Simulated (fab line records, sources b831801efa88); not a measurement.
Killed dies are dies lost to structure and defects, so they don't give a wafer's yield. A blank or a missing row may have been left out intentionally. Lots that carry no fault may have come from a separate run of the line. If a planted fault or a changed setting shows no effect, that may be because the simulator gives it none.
Which tool was responsible? | flow sky130 | 11 lots, 33 wafers sampled, at 7 steps of a route of 708

== WHAT THE GAUGES READ, wafer by wafer ==
SKY_LI_CONTACT_RS_MEAS_22: the measuring method here is four-point-probe.
lot  | measured     | on            | LI_CONTACT_W_RS (ohm/sq)
L416 | day 29 09:23 | film_metro-04 | 0.282 0.282 0.290
L417 | day 29 19:07 | film_metro-03 | 0.283 0.290 0.284
L421 | day 30 23:18 | film_metro-03 | 0.286 0.284 0.295
L422 | day 31 08:02 | film_metro-03 | 0.282 0.291 0.290
L423 | day 31 16:19 | film_metro-02 | 0.284 0.293 0.284
L424 | day 32 04:33 | film_metro-02 | 0.284 0.286 0.293
L430 | day 33 22:12 | film_metro-04 | 0.280 0.477 0.282
L431 | day 34 07:08 | film_metro-04 | 0.281 0.444 0.293
L435 | day 35 11:09 | film_metro-02 | 0.284 0.279 0.285
L438 | day 36 06:58 | film_metro-04 | 0.278 0.288 0.278
L439 | day 36 22:58 | film_metro-02 | 0.292 0.285 0.296

SKY_LI_CONTACT_THK_MEAS_23: measures by xrf.
lot  | measured     | on            | LI_CONTACT_W_THK (nm)
L416 | day 29 09:31 | film_metro-04 | 412 412 398
L417 | day 29 19:13 | film_metro-03 | 401 392 401
L421 | day 30 23:25 | film_metro-03 | 394 392 382
L422 | day 31 08:10 | film_metro-03 | 397 386 386
L423 | day 31 16:26 | film_metro-02 | 403 388 400
L424 | day 32 04:39 | film_metro-02 | 401 401 390
L430 | day 33 22:18 | film_metro-04 | 420 244 412
L431 | day 34 07:13 | film_metro-04 | 414 260 393
L435 | day 35 11:16 | film_metro-02 | 399 413 399
L438 | day 36 07:04 | film_metro-04 | 416 403 414
L439 | day 36 23:04 | film_metro-02 | 391 401 383

SKY_CONTACT_BOW_MEAS_05.
lot  | measured     | on            | CONTACT_BOW (um)
L416 | day 30 15:44 | film_metro-04 | 79 86 94
L417 | day 31 01:09 | film_metro-02 | 78 87 80
L421 | day 32 04:06 | film_metro-02 | 79 83 80
L422 | day 32 13:05 | film_metro-02 | 81 70 76
L423 | day 32 21:49 | film_metro-01 | 76 79 83
L424 | day 33 09:54 | film_metro-01 | 87 76 83
L430 | day 35 03:19 | film_metro-01 | 95 78 84
L431 | day 35 11:51 | film_metro-02 | 82 81 83
L435 | day 36 15:29 | film_metro-04 | 70 103 78
L438 | day 37 11:45 | film_metro-01 | 79 76 92
L439 | day 38 03:04 | film_metro-04 | 94 91 79

== EACH LOT AND THE TOOL THAT RAN IT (in order: tool; ch and the chambers of the sampled wafers; start) ==
lot  | SKY_SD_N_STRIP_11                    | SKY_LI_CONTACT_CVD_21         | SKY_LI_CONTACT_CMP_24         | SKY_LOCAL_INTERCONNECT_STRIP_15
L416 | plasma_asher-03 ch 0, day 28 03:02   | cvd_w-01 ch 0,1, day 29 09:16 | cmp-02 ch 1,2,3, day 29 09:37 | plasma_asher-01 ch 1, day 30 14:37
L417 | plasma_asher-01 ch 0,1, day 28 12:49 | cvd_w-01 ch 0,1, day 29 18:59 | cmp-01 ch 0,1,3, day 29 19:15 | plasma_asher-03 ch 0,1, day 30 23:59
L421 | plasma_asher-02 ch 0,1, day 29 17:29 | cvd_w-01 ch 0,1, day 30 23:10 | cmp-02 ch 0,1,2, day 30 23:28 | plasma_asher-03 ch 0,1, day 32 02:57
L422 | plasma_asher-03 ch 0,1, day 30 01:44 | cvd_w-01 ch 0,1, day 31 07:55 | cmp-01 ch 0,1,3, day 31 08:13 | plasma_asher-03 ch 0,1, day 32 11:54
L423 | plasma_asher-01 ch 0,1, day 30 10:20 | cvd_w-01 ch 0,1, day 31 16:11 | cmp-02 ch 1,2,3, day 31 16:33 | plasma_asher-03 ch 0,1, day 32 20:42
L424 | plasma_asher-01 ch 0,1, day 30 23:01 | cvd_w-01 ch 0,1, day 32 04:26 | cmp-01 ch 0,3, day 32 04:41   | plasma_asher-03 ch 0,1, day 33 08:47
L430 | plasma_asher-02 ch 0,1, day 32 16:39 | cvd_w-01 ch 0,1, day 33 22:05 | cmp-01 ch 0,2,3, day 33 22:26 | plasma_asher-01 ch 0,1, day 35 02:11
L431 | plasma_asher-03 ch 0,1, day 33 02:22 | cvd_w-01 ch 0,1, day 34 06:59 | cmp-01 ch 1,2, day 34 07:15   | plasma_asher-01 ch 0,1, day 35 10:42
L435 | plasma_asher-01 ch 0,1, day 34 06:20 | cvd_w-02 ch 0,1, day 35 11:01 | cmp-01 ch 2,3, day 35 11:19   | plasma_asher-03 ch 0,1, day 36 14:21
L438 | plasma_asher-02 ch 0,1, day 35 02:16 | cvd_w-02 ch 0,1, day 36 06:50 | cmp-01 ch 0,1,3, day 36 07:10 | plasma_asher-03 ch 0,1, day 37 10:37
L439 | plasma_asher-02 ch 0,1, day 35 17:53 | cvd_w-01 ch 0,1, day 36 22:49 | cmp-01 ch 0,2,3, day 36 23:14 | plasma_asher-03 ch 0,1, day 38 01:56
- SKY_SD_N_STRIP_11: strips in O2/N2.
- SKY_LI_CONTACT_CVD_21: deposits W, target thk 400 nm, time 120.56 s.
- SKY_LI_CONTACT_CMP_24: polishes, stops on PSG, t overpolish 20 s, target thk 0 nm.
- SKY_LOCAL_INTERCONNECT_STRIP_15: strips in O2/N2.

== AS READ BY THE TOOLS THEMSELVES (means over the sampled wafers that have a number; for cases with no such wafer, the mark the record gives instead) ==
SKY_SD_N_STRIP_11.
lot  | tool            | drypump_motor_current_A (A) | oes_product_au (a.u.) | strip_time_to_endpoint_s (s)
L416 | plasma_asher-03 | 6.5                         | 0.526                 | 22.54
L417 | plasma_asher-01 | 5.4                         | 0.532                 | 22.61
L421 | plasma_asher-02 | 5.8                         | 0.525                 | 22.56
L422 | plasma_asher-03 | 5.4                         | 0.528                 | 22.56
L423 | plasma_asher-01 | 5.1                         | 0.525                 | 22.56
L424 | plasma_asher-01 | 5.4                         | 0.527                 | 22.52
L430 | plasma_asher-02 | 6.1                         | 0.527                 | 22.56
L431 | plasma_asher-03 | 6.0                         | 0.530                 | 22.63
L435 | plasma_asher-01 | 5.4                         | 0.531                 | 22.55
L438 | plasma_asher-02 | 6.1                         | 0.525                 | 22.59
L439 | plasma_asher-02 | 5.8                         | 0.524                 | 22.55

SKY_LI_CONTACT_CVD_21.
lot  | tool     | heater_power_w (W)
L416 | cvd_w-01 | 843
L417 | cvd_w-01 | 831
L421 | cvd_w-01 | 828
L422 | cvd_w-01 | 880
L423 | cvd_w-01 | 852
L424 | cvd_w-01 | 830
L430 | cvd_w-01 | 852
L431 | cvd_w-01 | 849
L435 | cvd_w-02 | 773
L438 | cvd_w-02 | 760
L439 | cvd_w-01 | 868

SKY_LI_CONTACT_CMP_24.
lot  | tool   | motor_current_A (A) | time_to_endpoint_s (s)
L416 | cmp-02 | 10.2                | 93
L417 | cmp-01 | 11.1                | 100
L421 | cmp-02 | 9.5                 | 95
L422 | cmp-01 | 11.4                | 94
L423 | cmp-02 | 10.5                | 92
L424 | cmp-01 | 11.5                | 95
L430 | cmp-01 | 11.2                | 85
L431 | cmp-01 | 10.7                | 88
L435 | cmp-01 | 11.2                | 95
L438 | cmp-01 | 10.9                | 99
L439 | cmp-01 | 10.9                | 97

SKY_LOCAL_INTERCONNECT_STRIP_15.
lot  | tool            | drypump_motor_current_A (A) | oes_product_au (a.u.) | strip_time_to_endpoint_s (s)
L416 | plasma_asher-01 | 5.6                         | 0.424                 | 4.699
L417 | plasma_asher-03 | 6.0                         | 0.427                 | 4.715
L421 | plasma_asher-03 | 6.0                         | 0.428                 | 4.704
L422 | plasma_asher-03 | 6.0                         | 0.426                 | 4.690
L423 | plasma_asher-03 | 6.0                         | 0.423                 | 4.709
L424 | plasma_asher-03 | 5.4                         | 0.426                 | 4.724
L430 | plasma_asher-01 | 5.1                         | 0.424                 | 4.696
L431 | plasma_asher-01 | 5.1                         | 0.426                 | 4.683
L435 | plasma_asher-03 | 5.4                         | 0.423                 | 4.707
L438 | plasma_asher-03 | 6.0                         | 0.430                 | 4.730
L439 | plasma_asher-03 | 5.4                         | 0.426                 | 4.697

== THE ANSWER, worked out from the rows above alone ==
Rule: the usual values come from the lots themselves. Put in order of their means at a reading, lots are off if they are a third of the lots or fewer, leave a main group of 4 or more, and stand apart from it by a gap of 3 or more times the standard deviation of the main group's means; of several such gaps the widest counts. If all means in a main group match to the digits the tables above print for the reading, that group is not used. A lot without any number at a reading at which 4 lots or more have one is off too. Where the step has rows for the other lots, those lots are counted as sound. First the gauges in route order, then the tools' own readings, where a lot's mean is used as printed above. At the first step where some lot is off, the reading lying furthest off is the one used; lots without a number count as furthest.
Off: L430, L431, seen at SKY_LI_CONTACT_RS_MEAS_22 (LI_CONTACT_W_RS). The main group has a mean of 0.286 ohm/sq with a standard deviation of 0.0028.
A tool fits if, at a process step before that reading, it ran every lot that is off, and no sound lot after the first of them. Those tools and the gauges at SKY_LI_CONTACT_RS_MEAS_22 are tried in the same way. None of those tried fits.

== WHAT HAD BEEN PUT IN BY THE SIMULATOR ==
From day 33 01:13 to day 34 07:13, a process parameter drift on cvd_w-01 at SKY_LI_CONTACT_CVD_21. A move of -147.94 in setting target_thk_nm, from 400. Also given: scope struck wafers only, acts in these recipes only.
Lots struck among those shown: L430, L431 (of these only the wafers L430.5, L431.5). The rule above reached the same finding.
